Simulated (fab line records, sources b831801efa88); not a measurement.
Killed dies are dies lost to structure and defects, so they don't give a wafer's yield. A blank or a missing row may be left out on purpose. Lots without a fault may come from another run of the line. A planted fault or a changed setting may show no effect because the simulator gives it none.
fab line records | flow sky130
record lots=5 wafers=15 last_day=50
route steps=708 shown CONTACT@421 METAL1@434
lots that met no fault: from a run of the same line without faults
start_h: hours from the record's first day to the start of the lot's first wafer shown | wait_h: hours since the lot's step before | " the same as in the row above | L1.1+2: a row that stands for several wafers | - no value, or no start given | * or withheld: withheld | < > ~ a bound
route shown NAME@n: a module of which the file shows steps, and the number in the route of the first | usual: mean/standard deviation of fault-free wafers | same: alike in all rows | chamber/n: place in a boat | sites: the reading at each site | _std_site: their standard deviation | _edge_site: outer sites' mean less inner sites' | radius_mm: how far each site lies from the wafer's centre | mask NAME#n: copy n | behind: the tool/chamber that last shaped the wafer | hold: why the lot was held/for how many hours/how that ended | device: the transistor (n, p or np) that didn't switch | end of line: the same wafers' tests at the end of the route | a step without rows: its recipe alone | killed: dies lost to structure and defects at the first sort, not the wafer's yield | map: a wafer's dies, x killed, . not, _ none there
set.NAME: the setting as run; set.NAME@STEP: as run at that earlier step | model.NAME: the simulator's own value behind a step, which no gauge read
lots at some steps of the route; a table a step, a row a wafer
services: from which hour (start_h, from the record's first day; less than 0 if before it) a tool's chamber was out of use, for how many hours, and why
## steps
# step SKY_CONTACT_OVL_MEAS_15
# usual CONTACT_OVL=0/5.6
# columns lot.wafer tool chamber start_h wait_h CONTACT_OVL[nm]
L076.1 overlay-02 - 755.61 0.1 9
L076.4 " - " " -1
L076.6 " - " " 0
L090.2 overlay-01 - 864.98 0.1 2
L090.3 " - " " -4
L090.5 " - " " 1
L091.1 overlay-01 - 868.81 0.1 -10
L091.4 " - " " -8
L091.6 " - " " -8
L095.2 overlay-01 - 895.18 0.1 -3
L095.3 " - " " 3
L095.6 " - " " 2
L097.1 overlay-01 - 906.76 0.1 -2
L097.2 " - " " 4
L097.4 " - " " -1
# step SKY_CONTACT_ETCH_16
# recipe chemistry=N2/H2 target=BARC ion_energy_ev=200 source_w=500 bias_w=100 pressure_mtorr=30 n2_flow_sccm=100 h2_flow_sccm=200 stop_on=SiO2 time_s=45.9 target_depth_a=600
# usual drypump_motor_current_A=5.7/0.62 oes_product_au=0.854/0.0049 throttle_valve_pct=13.224/0.0092
# columns lot.wafer tool chamber start_h wait_h drypump_motor_current_A oes_product_au rf_hours_counter_h throttle_valve_pct
L076.1 rie_diel-03 3 755.65 0.0 4.6 0.859 23 13.211
L076.4 " 3 " " 4.6 0.849 - 13.221
L076.6 " 2 " " 5.1 0.847 - 13.226
L090.2 rie_diel-01 0 865.01 0.0 6.6 0.847 13 13.231
L090.3 " 1 " " 5.9 0.845 9 13.225
L090.5 " 2 " " 5.1 0.857 - 13.229
L091.1 rie_diel-04 2 868.85 0.0 5.3 0.861 3 13.214
L091.4 " 0 " " 5.6 0.860 15 13.240
L091.6 " 2 " " 5.3 0.860 - 13.215
L095.2 rie_diel-04 1 895.21 0.0 6.1 0.848 17 13.213
L095.3 " 2 " " 5.3 0.851 4 13.228
L095.6 " 3 " " 6.6 0.851 - 13.246
L097.1 rie_diel-03 2 906.80 0.0 5.1 0.857 19 13.229
L097.2 " 0 " " 6.6 0.849 4 13.224
L097.4 " 3 " " 4.6 0.852 1 13.214
# step SKY_CONTACT_ETCH_17
# recipe target=SiO2 chemistry=C4F8/O2/Ar stop_on=Si3N4 mask_material=KrF-thick source_w=1500 bias_w=1200 pressure_mtorr=40 c4f8_flow_sccm=withheld O2_flow_sccm=6 Ar_flow_sccm=300 time_s=withheld target_depth_a=3400
# usual oes_product_au=0.892/0.0046
# columns lot.wafer tool chamber start_h wait_h oes_product_au
L076.1 rie_diel-03 3 755.69 0.0 0.895
L076.4 " 3 " " 0.886
L076.6 " 2 " " 0.897
L090.2 rie_diel-01 0 865.06 0.0 0.879
L090.3 " 1 " " 0.892
L090.5 " 2 " " 0.897
L091.1 rie_diel-04 2 868.89 0.0 0.887
L091.4 " 0 " " 0.893
L091.6 " 2 " " 0.892
L095.2 rie_diel-04 1 895.26 0.0 0.898
L095.3 " 2 " " 0.892
L095.6 " 3 " " 0.889
L097.1 rie_diel-03 2 906.84 0.0 0.892
L097.2 " 0 " " 0.890
L097.4 " 3 " " 0.893
# step SKY_CONTACT_ETCH_18
# recipe target=Si3N4 chemistry=CHF3/O2 stop_on=TiN source_w=600 bias_w=200 pressure_mtorr=40 chf3_flow_sccm=50 O2_flow_sccm=5 time_s=39 target_depth_a=750
# usual O2_flow_sccm=4.999/0.014 drypump_motor_current_A=5.7/0.61 oes_product_au=0.853/0.0078 throttle_valve_pct=8.793/0.0095
# columns lot.wafer tool chamber start_h wait_h O2_flow_sccm drypump_motor_current_A oes_product_au rf_hours_counter_h throttle_valve_pct
L076.1 rie_diel-03 3 - - 5.013 4.6 0.855 23 8.787
L076.4 " 3 " " 4.978 4.6 0.855 - 8.805
L076.6 " 2 " " 4.968 5.1 0.862 - 8.791
L090.2 rie_diel-01 0 - - 5.023 6.6 0.849 13 8.781
L090.3 " 1 " " 5.010 5.9 0.860 9 8.789
L090.5 " 2 " " 4.998 5.1 0.864 - 8.795
L091.1 rie_diel-04 2 - - 5.005 5.3 0.843 3 8.783
L091.4 " 0 " " 4.975 5.6 0.863 15 8.795
L091.6 " 2 " " 5.018 5.3 0.862 - 8.788
L095.2 rie_diel-04 1 - - 5.003 6.1 0.839 17 8.803
L095.3 " 2 " " 5.014 5.3 0.839 4 8.795
L095.6 " 3 " " 4.973 6.6 0.863 - 8.789
L097.1 rie_diel-03 2 - - 4.992 5.1 0.846 19 8.808
L097.2 " 0 " " 5.014 6.6 0.843 5 8.782
L097.4 " 3 " " 5.002 4.6 0.862 1 8.786
# step SKY_CONTACT_STRIP_19
# recipe chemistry=O2/N2 power_w=1400 pressure_mtorr=1500 platen_temp_c=withheld o2_flow_sccm=3000 n2_flow_sccm=300 overash_fraction=0.5
# usual drypump_motor_current_A=6.16/0.26 oes_product_au=0.381/0.0045 strip_time_to_endpoint_s=3.62/0.034
# columns lot.wafer tool chamber start_h wait_h drypump_motor_current_A oes_product_au rf_hours_counter_h strip_time_to_endpoint_s
L076.1 plasma_asher-01 1 755.78 - 5.72 0.378 1 3.59
L076.4 " 1 " " 5.72 0.377 - 3.60
L076.6 " 1 " " 5.72 0.380 - 3.63
L090.2 plasma_asher-03 1 865.15 - 6.31 0.375 106 3.55
L090.3 " 0 " " 6.05 0.381 - 3.68
L090.5 " 0 " " 6.05 0.386 - 3.64
L091.1 plasma_asher-03 0 868.98 - 6.07 0.375 107 3.62
L091.4 " 0 " " 6.07 0.387 - 3.61
L091.6 " 0 " " 6.07 0.379 - 3.62
L095.2 plasma_asher-01 1 895.35 - 5.72 0.385 16 3.63
L095.3 " 1 " " 5.72 0.380 - 3.58
L095.6 " 0 " " 5.87 0.375 - 3.57
L097.1 plasma_asher-04 1 906.93 - 6.43 0.387 45 3.65
L097.2 " 0 " " 6.45 0.377 45 3.63
L097.4 " 1 " " 6.46 0.371 - 3.59
# step SKY_CONTACT_STRIP_20
# recipe chemistry=post_etch_residue_remover time_s=1200 temp_c=72.5
# columns lot.wafer tool chamber start_h wait_h
L076.1+4+6 wet_bench-03 0 755.88 0.1
L090.2+3+5 wet_bench-03 0 865.25 0.1
L091.1+4+6 wet_bench-02 1 869.08 0.1
L095.2+3+6 wet_bench-01 0 895.45 0.1
L097.1+2+4 wet_bench-02 1 907.03 0.1
# step SKY_CONTACT_CLEAN_21
# recipe chemistry=IPA time_s=180 temp_c=25
# columns lot.wafer tool chamber start_h wait_h
L076.1+4+6 wet_bench-01 1 756.22 0.0
L090.2+3+5 wet_bench-02 2 865.59 0.0
L091.1+4+6 wet_bench-03 0 869.42 0.0
L095.2+3+6 wet_bench-03 0 895.82 0.0
L097.1+2+4 wet_bench-03 2 907.37 0.0
# step SKY_CONTACT_CLEAN_22
# recipe chemistry=O3/DIW dry=n2_spin
# columns lot.wafer tool chamber start_h wait_h
L076.1+4+6 wet_bench-01 0 756.28 0.0
L090.2+3+5 wet_bench-03 2 865.65 0.0
L091.1+4+6 wet_bench-01 3 869.48 0.0
L095.2+3+6 wet_bench-01 0 895.88 0.0
L097.1+2+4 wet_bench-02 0 907.43 0.0
# step SKY_CONTACT_SPUTTER_23
# recipe material=TiN target_thk_nm=20 chamber_pressure_pa=5 power_w=4000 time_s=80
# usual throttle_valve_pct=30.2/0.62
# columns lot.wafer tool chamber start_h wait_h throttle_valve_pct
L076.1 pvd_sputter-04 - 756.37 0.0 30.6
L076.4 " - " " 29.7
L076.6 " - " " 30.5
L090.2 pvd_sputter-01 - 865.74 0.0 30.2
L090.3 " - " " 29.8
L090.5 " - " " 29.9
L091.1 pvd_sputter-01 - 869.57 0.0 29.7
L091.4 " - " " 29.6
L091.6 " - " " 28.4
L095.2 pvd_sputter-03 - 895.97 0.0 30.1
L095.3 " - " " 30.4
L095.6 " - " " 30.8
L097.1 pvd_sputter-01 - 907.52 0.0 28.3
L097.2 " - " " 29.9
L097.4 " - " " 29.6
# step SKY_CONTACT_CVD_24
# recipe material=W target_thk_nm=340 time_s=102.12 temp_c=400 pressure_torr=40
# usual heater_power_w=912/54
# columns lot.wafer tool chamber start_h wait_h heater_power_w
L076.1 cvd_w-02 1 756.43 0.0 897
L076.4 " 0 " " 938
L076.6 " 0 " " 977
L090.2 cvd_w-01 0 865.80 0.0 812
L090.3 " 1 " " 958
L090.5 " 1 " " 954
L091.1 cvd_w-02 0 869.63 0.0 949
L091.4 " 1 " " 878
L091.6 " 1 " " 879
L095.2 cvd_w-02 0 896.03 0.0 981
L095.3 " 1 " " 897
L095.6 " 1 " " 877
L097.1 cvd_w-01 1 907.58 0.0 951
L097.2 " 0 " " 802
L097.4 " 0 " " 812
# step SKY_CONTACT_RS_MEAS_25
# recipe thk_meas_gauge=four-point-probe reads=W_of_CONTACT_CVD_24+TiN_of_CONTACT_SPUTTER_23
# usual CONTACT_W_RS=0.334/0.0058
# columns lot.wafer tool chamber start_h wait_h CONTACT_W_RS[ohm/sq]
L076.1 film_metro-04 - 756.54 0.1 0.340
L076.4 " - " " 0.332
L076.6 " - " " 0.333
L090.2 film_metro-03 - 865.93 0.1 0.344
L090.3 " - " " 0.329
L090.5 " - " " 0.326
L091.1 film_metro-03 - 869.74 0.1 0.331
L091.4 " - " " 0.338
L091.6 " - " " 0.339
L095.2 film_metro-01 - 896.16 0.1 0.333
L095.3 " - " " 0.335
L095.6 " - " " 0.334
L097.1 film_metro-03 - 907.69 0.1 0.324
L097.2 " - " " 0.341
L097.4 " - " " 0.339
# step SKY_CONTACT_THK_MEAS_26
# recipe thk_meas_gauge=xrf reads=W_of_CONTACT_CVD_24
# usual CONTACT_W_THK=349/6.9
# columns lot.wafer tool chamber start_h wait_h CONTACT_W_THK[nm]
L076.1 film_metro-04 - 756.66 0.1 345
L076.4 " - " " 352
L076.6 " - " " 351
L090.2 film_metro-03 - 866.04 0.1 340
L090.3 " - " " 354
L090.5 " - " " 357
L091.1 film_metro-03 - 869.86 0.1 354
L091.4 " - " " 342
L091.6 " - " " 345
L095.2 film_metro-01 - 896.27 0.1 356
L095.3 " - " " 351
L095.6 " - " " 353
L097.1 film_metro-03 - 907.81 0.1 352
L097.2 " - " " 336
L097.4 " - " " 336
# step SKY_CONTACT_CMP_27
# recipe stop_on=SiO2 t_overpolish_s=15 down_force_psi=3.5 platen_rpm=60 target_thk_nm=0 pad_velocity_m_s=0.94248
# usual edge_zone_pressure_frac=1.000/0.0052 motor_current_A=12.4/1 overpolish_run_s=15.000/0.0084 time_to_endpoint_s=84.3/2.9
# columns lot.wafer tool chamber start_h wait_h edge_zone_pressure_frac motor_current_A overpolish_run_s time_to_endpoint_s
L076.4 cmp-02 2 756.77 0.1 1.001 13.3 15.010 87.7
L076.1 " 0 " " 1.006 12.7 15.009 89.9
L076.6 " 2 " " 0.998 13.0 15.007 85.8
L090.2 cmp-02 2 866.32 0.3 1.010 13.4 14.998 75.5
L090.3 " 0 " " 1.013 13.7 14.996 84.9
L090.5 " 2 " " 0.999 13.3 15.001 83.0
L091.4 cmp-02 3 869.92 0.0 1.002 13.3 14.995 81.7
L091.1 " 0 " " 0.993 12.7 14.996 83.0
L091.6 " 3 " " 1.003 12.6 15.017 82.5
L095.3 cmp-01 1 896.42 0.1 1.001 10.8 15.003 84.9
L095.2 " 2 " " 1.009 13.6 14.993 82.9
L095.6 " 3 " " 0.996 9.9 15.009 84.5
L097.1 cmp-02 0 907.87 0.1 0.998 14.3 14.997 90.3
L097.2 " 1 " " 0.995 12.5 15.004 82.8
L097.4 " 2 " " 1.004 13.7 14.993 82.6
# step SKY_METAL1_SPUTTER_00
# recipe material=Ti target_thk_nm=15 power_w=3000 time_s=10 chamber_pressure_pa=0.4
# usual throttle_valve_pct=29.8/0.91
# columns lot.wafer tool chamber start_h wait_h throttle_valve_pct
L076.1 pvd_sputter-03 - 757.02 0.1 30.4
L076.4 " - " " 30.1
L076.6 " - " " 30.4
L090.2 pvd_sputter-01 - 866.57 0.2 29.8
L090.3 " - " " 30.2
L090.5 " - " " 28.4
L091.1 pvd_sputter-02 - 870.22 0.2 30.4
L091.4 " - " " 30.3
L091.6 " - " " 28.2
L095.2 pvd_sputter-01 - 896.62 0.1 30.1
L095.3 " - " " 29.8
L095.6 " - " " 29.5
L097.1 pvd_sputter-02 - 908.17 0.2 30.4
L097.2 " - " " 28.4
L097.4 " - " " 27.7
# step SKY_METAL1_SPUTTER_01
# recipe material=TiN target_thk_nm=20 power_w=6500 time_s=16.7 chamber_pressure_pa=0.4
# usual throttle_valve_pct=29.8/0.93
# columns lot.wafer tool chamber start_h wait_h throttle_valve_pct
L076.1 pvd_sputter-03 - 757.04 0.0 30.4
L076.4 " - " " 30.1
L076.6 " - " " 30.5
L090.2 pvd_sputter-01 - 866.59 0.0 29.8
L090.3 " - " " 30.5
L090.5 " - " " 28.2
L091.1 pvd_sputter-02 - 870.25 0.0 30.2
L091.4 " - " " 30.4
L091.6 " - " " 28.2
L095.2 pvd_sputter-01 - 896.64 0.0 30.1
L095.3 " - " " 29.9
L095.6 " - " " 29.7
L097.1 pvd_sputter-02 - 908.20 0.0 30.5
L097.2 " - " " 28.2
L097.4 " - " " 27.7
# step SKY_METAL1_SPUTTER_02
# recipe material=AlCu target_thk_nm=250 power_w=10600 time_s=13.3 chamber_pressure_pa=0.4
# usual throttle_valve_pct=29.8/0.92
# columns lot.wafer tool chamber start_h wait_h throttle_valve_pct
L076.1 pvd_sputter-03 - 757.07 0.0 30.7
L076.4 " - " " 30.1
L076.6 " - " " 30.6
L090.2 pvd_sputter-01 - 866.62 0.0 29.8
L090.3 " - " " 30.1
L090.5 " - " " 28.2
L091.1 pvd_sputter-02 - 870.27 0.0 30.5
L091.4 " - " " 30.3
L091.6 " - " " 28.3
L095.2 pvd_sputter-01 - 896.67 0.0 30.3
L095.3 " - " " 29.9
L095.6 " - " " 30.2
L097.1 pvd_sputter-02 - 908.22 0.0 30.0
L097.2 " - " " 28.2
L097.4 " - " " 27.8
# step SKY_METAL1_SPUTTER_03
# recipe material=Ti target_thk_nm=5 power_w=3000 time_s=3.3 chamber_pressure_pa=0.4
# usual throttle_valve_pct=29.8/0.92
# columns lot.wafer tool chamber start_h wait_h throttle_valve_pct
L076.1 pvd_sputter-03 - 757.09 0.0 30.9
L076.4 " - " " 30.2
L076.6 " - " " 30.5
L090.2 pvd_sputter-01 - 866.64 0.0 29.8
L090.3 " - " " 30.4
L090.5 " - " " 28.1
L091.1 pvd_sputter-02 - 870.30 0.0 30.6
L091.4 " - " " 30.5
L091.6 " - " " 28.5
L095.2 pvd_sputter-01 - 896.69 0.0 30.2
L095.3 " - " " 29.8
L095.6 " - " " 29.7
L097.1 pvd_sputter-02 - 908.25 0.0 30.2
L097.2 " - " " 28.6
L097.4 " - " " 27.8
# step SKY_METAL1_SPUTTER_04
# recipe material=TiN target_thk_nm=70 power_w=6500 time_s=58.3 chamber_pressure_pa=0.4
# usual throttle_valve_pct=29.8/0.93
# columns lot.wafer tool chamber start_h wait_h throttle_valve_pct
L076.1 pvd_sputter-03 - 757.11 0.0 30.5
L076.4 " - " " 30.3
L076.6 " - " " 30.6
L090.2 pvd_sputter-01 - 866.66 0.0 29.9
L090.3 " - " " 30.1
L090.5 " - " " 28.1
L091.1 pvd_sputter-02 - 870.31 0.0 30.5
L091.4 " - " " 30.5
L091.6 " - " " 28.3
L095.2 pvd_sputter-01 - 896.71 0.0 30.2
L095.3 " - " " 29.8
L095.6 " - " " 30.1
L097.1 pvd_sputter-02 - 908.26 0.0 30.3
L097.2 " - " " 28.3
L097.4 " - " " 27.7
# step SKY_METAL1_RS_MEAS_05
# recipe thk_meas_gauge=four-point-probe reads=TiN_of_METAL1_SPUTTER_04+Ti_of_METAL1_SPUTTER_03+AlCu_of_METAL1_SPUTTER_02+TiN_of_METAL1_SPUTTER_01+Ti_of_METAL1_SPUTTER_00
# usual METAL1_ALCU_RS=0.1262/0.0016
# columns lot.wafer tool chamber start_h wait_h METAL1_ALCU_RS[ohm/sq]
L076.1 film_metro-03 - 757.16 0.0 0.1248
L076.4 " - " " 0.1252
L076.6 " - " " 0.1242
L090.2 film_metro-03 - 866.73 0.0 0.1243
L090.3 " - " " 0.1268
L090.5 " - " " 0.1245
L091.1 film_metro-03 - 870.36 0.0 0.1261
L091.4 " - " " 0.1259
L091.6 " - " " 0.1291
L095.2 film_metro-03 - 896.78 0.0 0.1259
L095.3 " - " " 0.1246
L095.6 " - " " 0.1246
L097.1 film_metro-03 - 908.31 0.0 0.1259
L097.2 " - " " 0.1269
L097.4 " - " " 0.1257
# step SKY_METAL1_THK_MEAS_06
# recipe thk_meas_gauge=xrf reads=AlCu_of_METAL1_SPUTTER_02
# usual METAL1_ALCU_THK=252/3.4
# columns lot.wafer tool chamber start_h wait_h METAL1_ALCU_THK[nm]
L076.1 film_metro-03 - 757.28 0.1 255
L076.4 " - " " 255
L076.6 " - " " 255
L090.2 film_metro-03 - 866.84 0.1 254
L090.3 " - " " 250
L090.5 " - " " 253
L091.1 film_metro-03 - 870.48 0.1 253
L091.4 " - " " 252
L091.6 " - " " 246
L095.2 film_metro-03 - 896.89 0.1 253
L095.3 " - " " 255
L095.6 " - " " 255
L097.1 film_metro-03 - 908.43 0.1 251
L097.2 " - " " 251
L097.4 " - " " 253
# step SKY_METAL1_DEHYDRATE_07
# recipe temp_c=200 time_s=60
# columns lot.wafer tool chamber start_h wait_h
L076.1+4+6 litho_track-01 0 769.97 12.7
L090.2+3+5 litho_track-01 0 879.05 12.2
L091.1+4+6 litho_track-01 0 883.42 12.9
L095.2+3+6 litho_track-01 0 908.90 12.0
L097.1+2+4 litho_track-01 0 920.12 11.7
# step SKY_METAL1_HMDS_08
# recipe prime_time_s=60 prime_temp_c=120
# columns lot.wafer tool chamber start_h wait_h
L076.1+4+6 litho_track-01 0 770.12 0.1
L090.2+3+5 litho_track-01 0 879.20 0.1
L091.1+4+6 litho_track-01 0 883.57 0.1
L095.2+3+6 litho_track-01 0 909.05 0.1
L097.1+2+4 litho_track-01 0 920.27 0.1
# step SKY_METAL1_COAT_09
# recipe resist=BARC temp_c=withheld time_s=withheld spin_rpm=3000 resist_thk_nm=60
# columns lot.wafer tool chamber start_h wait_h
L076.1+4+6 litho_track-01 0 770.27 0.1
L090.2+3+5 litho_track-01 0 879.35 0.1
L091.1+4+6 litho_track-01 0 883.72 0.1
L095.2+3+6 litho_track-01 0 909.20 0.1
L097.1+2+4 litho_track-01 0 920.42 0.1
# step SKY_METAL1_COAT_10
# recipe resist=KrF-thick spin_rpm=3000 resist_thk_nm=450
# columns lot.wafer tool chamber start_h wait_h
L076.1+4+6 litho_track-01 0 - -
L090.2+3+5 litho_track-01 0 - -
L091.1+4+6 litho_track-01 0 - -
L095.2+3+6 litho_track-01 0 - -
L097.1+2+4 litho_track-01 0 - -
# step SKY_METAL1_SOFTBAKE_11
# recipe temp_c=100 time_s=90 resist=KrF-thick
# columns lot.wafer tool chamber start_h wait_h
L076.1+4+6 litho_track-01 0 - -
L090.2+3+5 litho_track-01 0 - -
L091.1+4+6 litho_track-01 0 - -
L095.2+3+6 litho_track-01 0 - -
L097.1+2+4 litho_track-01 0 - -
## services
# columns tool chamber start_h hours kind
plasma_asher-01 - 733.75 9.0 pm
rie_diel-04 3 735.90 7.5 repair
pvd_sputter-02 - 741.54 26.9 repair
rie_diel-03 2 743.35 11.7 repair
cmp-02 - 744.00 4.0 pm
cvd_w-01 0 744.70 2.4 repair
pvd_sputter-01 - 755.98 2.7 repair
wet_bench-02 - 760.59 2.4 repair
cvd_w-02 - 773.42 6.9 pm
rie_diel-04 1 779.01 6.4 repair
rie_diel-04 - 788.21 0.8 repair
cvd_w-01 - 800.97 2.8 pm
cmp-02 - 818.03 0.3 repair
rie_diel-01 3 820.58 2.0 repair
plasma_asher-01 - 826.01 0.5 repair
rie_diel-03 3 826.75 6.9 repair
pvd_sputter-03 - 833.20 2.4 repair
cvd_w-01 0 841.80 6.0 repair
cvd_w-02 0 846.11 1.4 repair
cmp-02 - 853.09 0.6 repair
rie_diel-04 - 856.83 0.5 repair
rie_diel-03 1 894.74 1.9 repair
cvd_w-02 - 904.00 14.0 pm
rie_diel-03 1 909.95 8.0 repair
## key
fault none
